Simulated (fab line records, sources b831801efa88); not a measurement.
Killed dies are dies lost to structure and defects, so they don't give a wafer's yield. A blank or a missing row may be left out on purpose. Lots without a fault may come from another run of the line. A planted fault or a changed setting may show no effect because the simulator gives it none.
Which tool did it? | flow sky130 | 14 lots, 40 wafers sampled, at 5 steps of a route of 708

WHAT THE GAUGES READ, wafer by wafer
SKY_PWDE_TW_MEAS_10.
lot  | measured    | on            | PWDE_TW
L256 | day 4 01:06 | film_metro-01 | 374.7 377.5 377.1
L258 | day 4 16:15 | film_metro-01 | 375.7 376.6 376.7
L260 | day 5 01:31 | film_metro-04 | 379.3 378.1 379.4
L261 | day 5 07:12 | film_metro-02 | 371.6 372.2 373.4
L263 | day 5 15:32 | film_metro-02 | 371.2 371.9 373.5
L265 | day 6 03:34 | film_metro-02 | 372.6 372.2 370.8
L266 | day 6 09:18 | film_metro-01 | 378.7 378.4 377.2
L267 | day 6 14:55 | film_metro-01 | 378.7 377.6 377.3
L268 | day 6 22:46 | film_metro-04 | 375.4 374.2 376.9
L269 | day 7 01:27 | film_metro-04 | 374.3 374.6 374.4
L270 | day 7 10:49 | film_metro-01 | 378.6 380.8 378.9
L272 | day 7 21:11 | film_metro-01 | 377.5 379.3
L273 | day 8 03:34 | film_metro-02 | 377.0 374.3
L278 | day 9 08:04 | film_metro-04 | 376.2 376.8 374.7

SKY_NWELL_OVL_MEAS_10.
lot  | measured     | on         | NWELL_00_OVL (nm)
L256 | day 4 18:23  | overlay-01 | -0.1 -2.1 -1.1
L258 | day 5 09:45  | overlay-02 | 0.0 -0.6 -1.0
L260 | day 5 19:38  | overlay-02 | 0.5 -0.1 -0.2
L261 | day 6 02:05  | overlay-02 | 2.2 1.4 0.4
L263 | day 6 10:11  | overlay-01 | 1.4 1.9 3.3
L265 | day 6 22:14  | overlay-02 | 2.1 0.5 -1.5
L266 | day 7 04:09  | overlay-01 | -1.6 0.2 -0.6
L267 | day 7 10:32  | overlay-01 | -2.1 -2.0 -0.2
L268 | day 7 18:35  | overlay-01 | 1.5 0.3 1.9
L269 | day 7 21:09  | overlay-02 | 1.6 0.3 0.4
L270 | day 8 06:14  | overlay-02 | -2.7 -1.1 -0.8
L272 | day 8 17:49  | overlay-01 | 0.2 -0.4
L273 | day 9 00:38  | overlay-01 | -2.6 -1.5
L278 | day 10 05:14 | overlay-02 | 0.8 3.3 1.5

SKY_NWELL_TW_MEAS_15.
lot  | measured     | on            | NWELL_TW
L256 | day 4 18:59  | film_metro-04 | 1841 1836 1836
L258 | day 5 10:20  | film_metro-02 | 1804 1806 1806
L260 | day 5 20:13  | film_metro-04 | 1837 1850 1850
L261 | day 6 02:41  | film_metro-04 | 1827 1816 1832
L263 | day 6 10:47  | film_metro-04 | 1832 1835 1830
L265 | day 6 22:49  | film_metro-01 | 1839 1847 1847
L266 | day 7 04:45  | film_metro-02 | 1816 1826 1826
L267 | day 7 11:07  | film_metro-01 | 1836 1853 1840
L268 | day 7 19:10  | film_metro-01 | 1841 1843 1841
L269 | day 7 21:44  | film_metro-02 | 1820 1820 1812
L270 | day 8 06:50  | film_metro-01 | 1834 1838 1849
L272 | day 8 18:25  | film_metro-02 | 1832 1828
L273 | day 9 01:14  | film_metro-02 | 1833 1832
L278 | day 10 05:49 | film_metro-01 | 1834 1845 1836

WHICH TOOL RAN EACH LOT (tool, then ch and the chambers of the sampled wafers, then the start)
lot  | SKY_FIELD_ISO_COAT_08            | SKY_FIELD_ISO_STRIP_16
L256 | litho_track-03 ch 0, day 2 02:00 | plasma_asher-02 ch 0,1, day 2 10:03
L258 | litho_track-03 ch 0, day 2 13:00 | plasma_asher-03 ch 0,1, day 2 21:29
L260 | litho_track-01 ch 0, day 2 21:00 | plasma_asher-04 ch 0,1, day 3 06:55
L261 | litho_track-03 ch 0, day 3 06:00 | plasma_asher-02 ch 0,1, day 3 14:56
L263 | litho_track-02 ch 0, day 3 13:00 | plasma_asher-03 ch 0,1, day 3 21:49
L265 | litho_track-03 ch 0, day 3 23:00 | plasma_asher-03 ch 0,1, day 4 08:19
L266 | litho_track-02 ch 0, day 4 05:00 | plasma_asher-04 ch 0,1, day 4 14:08
L267 | litho_track-02 ch 0, day 4 09:00 | plasma_asher-04 ch 0,1, day 4 19:09
L268 | litho_track-03 ch 0, day 4 15:00 | plasma_asher-04 ch 0,1, day 5 00:06
L269 | litho_track-02 ch 0, day 4 19:00 | plasma_asher-04 ch 0,1, day 5 05:11
L270 | litho_track-03 ch 0, day 5 00:00 | plasma_asher-02 ch 0,1, day 5 10:19
L272 | litho_track-02 ch 0, day 5 12:00 | plasma_asher-02 ch 1, day 5 21:29
L273 | litho_track-02 ch 0, day 5 17:00 | plasma_asher-02 ch 0, day 6 03:22
L278 | litho_track-03 ch 0, day 6 19:00 | plasma_asher-04 ch 0,1, day 7 06:04
- SKY_FIELD_ISO_COAT_08: resist thk 450 nm.
- SKY_FIELD_ISO_STRIP_16: strips in O2/N2.

WHAT THE TOOLS THEMSELVES READ (means of the sampled wafers that have a number; where no wafer has one, the mark that the record gives instead)
SKY_FIELD_ISO_STRIP_16.
lot  | tool            | drypump_motor_current_A (A) | oes_product_au (a.u.) | strip_time_to_endpoint_s (s)
L256 | plasma_asher-02 | 5.42                        | 0.379                 | 3.53
L258 | plasma_asher-03 | 5.67                        | 0.378                 | 3.59
L260 | plasma_asher-04 | 5.60                        | 0.379                 | 3.57
L261 | plasma_asher-02 | 5.42                        | 0.380                 | 3.63
L263 | plasma_asher-03 | 5.63                        | 0.380                 | 3.58
L265 | plasma_asher-03 | 5.69                        | 0.382                 | 3.59
L266 | plasma_asher-04 | 5.52                        | 0.378                 | 3.56
L267 | plasma_asher-04 | 5.58                        | 0.380                 | 3.57
L268 | plasma_asher-04 | 5.59                        | 0.379                 | 3.55
L269 | plasma_asher-04 | 5.49                        | 0.374                 | 3.38
L270 | plasma_asher-02 | 5.52                        | 0.380                 | 3.60
L272 | plasma_asher-02 | 5.58                        | 0.357                 | 3.03
L273 | plasma_asher-02 | 5.35                        | 0.365                 | 3.28
L278 | plasma_asher-04 | 5.59                        | 0.383                 | 3.55

THE ANSWER, worked out from the rows above alone
Rule: what is usual is taken from the lots themselves. Put in order of their means at a reading, lots are off if they are a third of the lots or fewer, leave a main group of 4 or more, and stand apart from it by a gap of 3 or more times the standard deviation of the main group's means; of several such gaps the widest counts. A main group whose means are all the same, to the digits that the tables above print for the reading, isn't used. A lot without any number at a reading at which 4 lots or more have one is off too. The other lots that the step has rows for count as sound. The gauges are gone through in route order, then the tools' own readings, and for those a lot's mean is taken as printed above. The first step at which some lot is off is used, and at that step the reading that is off furthest; a lot without a number counts as furthest.
Off: L269, L272, L273, at SKY_FIELD_ISO_STRIP_16 (strip_time_to_endpoint_s). The main group: mean 3.57 s, standard deviation 0.026.
A tool fits if, at that step or a process step before it, it ran every lot that is off, and no sound lot after the first of them. One fits: litho_track-02 at SKY_FIELD_ISO_COAT_08. Its last sound lot is L267 (day 4 09:00), its first lot that is off L269 (day 4 19:00): a fault that began between those two fits.

WHAT THE SIMULATOR HAD PUT IN
Process parameter drift: litho_track-02, from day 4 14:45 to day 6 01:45, at SKY_FIELD_ISO_COAT_08. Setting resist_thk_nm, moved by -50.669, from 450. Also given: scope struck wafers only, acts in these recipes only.
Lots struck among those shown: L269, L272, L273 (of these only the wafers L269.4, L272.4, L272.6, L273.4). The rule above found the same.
